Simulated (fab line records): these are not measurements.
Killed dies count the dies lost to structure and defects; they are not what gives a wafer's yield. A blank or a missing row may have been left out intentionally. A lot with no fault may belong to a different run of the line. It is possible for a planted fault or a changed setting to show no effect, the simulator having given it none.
A struck lot beside a sound one | flow gf180mcu | 43 steps out of a route of 602
Sound: the wafers L951.3, L951.4, L951.6. Struck: wafer L960.2. (L960.1, L960.5 of the same lot were not struck and are left out.) The cause comes at the end.
Order at every step that has rows: each side's tool, ch and its chambers, its first start. Under that, the readings that differ: sound wafers | struck wafers | difference of the means | sigmas: that difference in standard deviations of wafers without a fault.
alike: readings whose means differ by less than 2 such deviations, and words and numbers that are the same on both sides. not compared: withheld readings, readings that some wafer has no value for, bounds like >300 that may hide the same value, and numbers for which the record gives no deviation and whose values overlap.
A row with sigmas, a row that says differs or no value, or rows on one side alone: a step with any of these is where the two part. Numbers that don't overlap but have no deviation are shown without sigmas and don't part them. Lack of a reading on every wafer of one side parts them only where that side has two or more wafers.

first, 5 steps without rows for these wafers: GF_SAB_COAT_04 (resist thk 1000 nm); GF_SAB_SOFTBAKE_05 (time 60 s); GF_SAB_EXPOSE_06 (exposes mask SAB, target cd 420 nm); GF_SAB_PEB_07; GF_SAB_DEVELOP_08 (develop time 60 s).
GF_SAB_CD_MEAS_09: the cd target is 420 nm.
  sound on cdSem-02 at day 19 07:20; struck on cdSem-02 at day 22 10:52
reading   | sound             | struck | difference | sigmas
cdNm (nm) | 420.5 421.6 419.8 | 413.8  | -6.8       | -3
GF_SAB_OVL_MEAS_10:
  sound on overlay-02 at day 19 07:25; struck on overlay-01 at day 22 10:59
reading      | sound       | struck | difference | sigmas
SAB_OVL (nm) | 0.7 1.0 2.2 | -3.7   | -5.0       | -4
then, 5 steps without rows for these wafers: GF_SAB_ETCH_11 (etches SiO2 in C4F8/O2/Ar, target depth 55 nm, time 8.5 s); GF_SAB_WET_ETCH_12 (etches SiO2 in dHF, target depth 22 nm, time 440 s); GF_SAB_STRIP_13 (strips in O2/N2); GF_SALICIDE_CLEAN_00 (cleans in SC1/SC2, time 150 s); GF_SALICIDE_WET_ETCH_01 (etches SiO2 in dHF, target depth 5 nm, time 100 s).
GF_SALICIDE_SPUTTER_02: material Co, target thk 10 nm, time 20 s.
  sound on pvdSputter-04 at day 19 07:48; struck on pvdSputter-04 at day 22 11:23
  alike: cathodeDcPowerW, throttleValvePct
GF_SALICIDE_SPUTTER_03: material TiN, target thk 20 nm, time 16.7 s.
  sound on pvdSputter-04 at day 19 07:49; struck on pvdSputter-04 at day 22 11:25
  alike: cathodeDcPowerW, throttleValvePct
GF_SALICIDE_RS_MEAS_04: a four-point-probe measurement.
  sound on filmMetro-03 at day 19 07:53; struck on filmMetro-02 at day 22 11:26
  alike: SALICIDE_TIN_RS
GF_SALICIDE_THK_MEAS_05: measures by xrf.
  sound on filmMetro-03 at day 19 07:59; struck on filmMetro-02 at day 22 11:33
  alike: SALICIDE_TIN_THK
then, 2 steps without rows for these wafers: GF_SALICIDE_RTA_06 (time 30 s); GF_SALICIDE_WET_ETCH_07 (etches the open film in SPM, target depth 120 nm).
GF_SALICIDE_RTA_08: time 30 s.
  sound on rtpAnneal-01 ch 0, day 19 08:16; struck on rtpAnneal-02 ch 0, day 22 11:49
reading      | sound             | struck | difference | sigmas
chamberO2Ppm | 1.995 1.959 1.972 | 2.041  | +0.066     | +3
  alike: lampPowerPct, wafer_temp_C_max
then, 1 step without rows for these wafers: GF_CONTACT_CVD_00 (deposits SiO2, target thk 300 nm, time 50 s).
GF_CONTACT_THK_MEAS_01:
  sound on filmMetro-04 at day 19 08:23; struck on filmMetro-02 at day 22 11:57
  alike: CONTACT_CVD_00_THK
GF_CONTACT_CVD_02: deposits SiO2 from TEOS, target thk 860 nm, time 95.992 s.
  sound on pecvd-02 ch 0,1,2, day 19 08:26; struck on pecvd-02 ch 1, day 22 12:01
  alike: heaterPowerW, rfFwdPowerW
GF_CONTACT_THK_MEAS_03:
  sound on filmMetro-02 at day 19 08:31; struck on filmMetro-03 at day 22 12:05
  alike: CONTACT_CVD_02_THK
then, 1 step without rows for these wafers: GF_CONTACT_CMP_04 (polishes SiO2).
GF_CONTACT_BOW_MEAS_05:
  sound on filmMetro-03 at day 19 08:54; struck on filmMetro-02 at day 22 12:26
  alike: CONTACT_BOW
then, 8 steps without rows for these wafers: GF_CONTACT_DEHYDRATE_06 (time 60 s); GF_CONTACT_HMDS_07 (prime time 60 s); GF_CONTACT_COAT_08; GF_CONTACT_COAT_09 (resist thk 1000 nm); GF_CONTACT_SOFTBAKE_10 (time 60 s); GF_CONTACT_EXPOSE_11 (exposes mask Contact, target cd 220 nm); GF_CONTACT_PEB_12 (peb time 90 s); GF_CONTACT_DEVELOP_13 (develop time 60 s).
GF_CONTACT_CD_MEAS_14: the cd target is 220 nm.
  sound on cdSem-02 at day 20 10:13; struck on cdSem-01 at day 23 11:28
  alike: cdNm
GF_CONTACT_OVL_MEAS_15:
  sound on overlay-02 at day 20 10:19; struck on overlay-02 at day 23 11:35
  alike: CONTACT_OVL
GF_CONTACT_ETCH_16: etches BARC in N2/H2.
  sound on rieDiel-01 ch 0,1,3, day 20 10:20; struck on rieDiel-04 ch 2, day 23 11:38
  alike: drypumpMotorCurrentA, oesProductAu, rfFwdPowerW, throttleValvePct
then, 1 step without rows for these wafers: GF_CONTACT_ETCH_17 (etches SiO2 in C4F8/O2/Ar, stops on CoSi2, target depth 860 nm).
GF_CONTACT_STRIP_18: strips in O2/N2.
  sound on plasmaAsher-01 ch 0,1, day 20 10:32; struck on plasmaAsher-03 ch 1, day 23 11:47
reading             | sound | struck | difference                   | sigmas
rfHoursCounterH (h) | - - - | 45     | no value on the sound wafers | 
  alike: drypumpMotorCurrentA, heaterPowerW, oesProductAu
then, 4 steps without rows for these wafers: GF_CONTACT_CLEAN_19 (cleans in SPM); GF_CONTACT_CLEAN_20 (cleans in DIW); GF_CONTACT_CLEAN_21 (cleans in dHF, time 20 s); GF_CONTACT_SPUTTER_22 (material Ti, target thk 15 nm, time 80.02 s).
-- the record jumps here: 11 days lie between the struck wafers' starts before and after (it left off in module CONTACT and takes up again in module PASSIVATION, whose first step shown is number 602 of the route) --
GF_PASSIVATION_PROBE_99:
  the record has rows for the struck wafers here (prober-02, day 34 12:23) and none for the sound ones

WHERE THEY PART
At GF_SAB_CD_MEAS_09 first; at GF_PASSIVATION_PROBE_99 last (within this record only).

WHY: the cause the simulator had injected
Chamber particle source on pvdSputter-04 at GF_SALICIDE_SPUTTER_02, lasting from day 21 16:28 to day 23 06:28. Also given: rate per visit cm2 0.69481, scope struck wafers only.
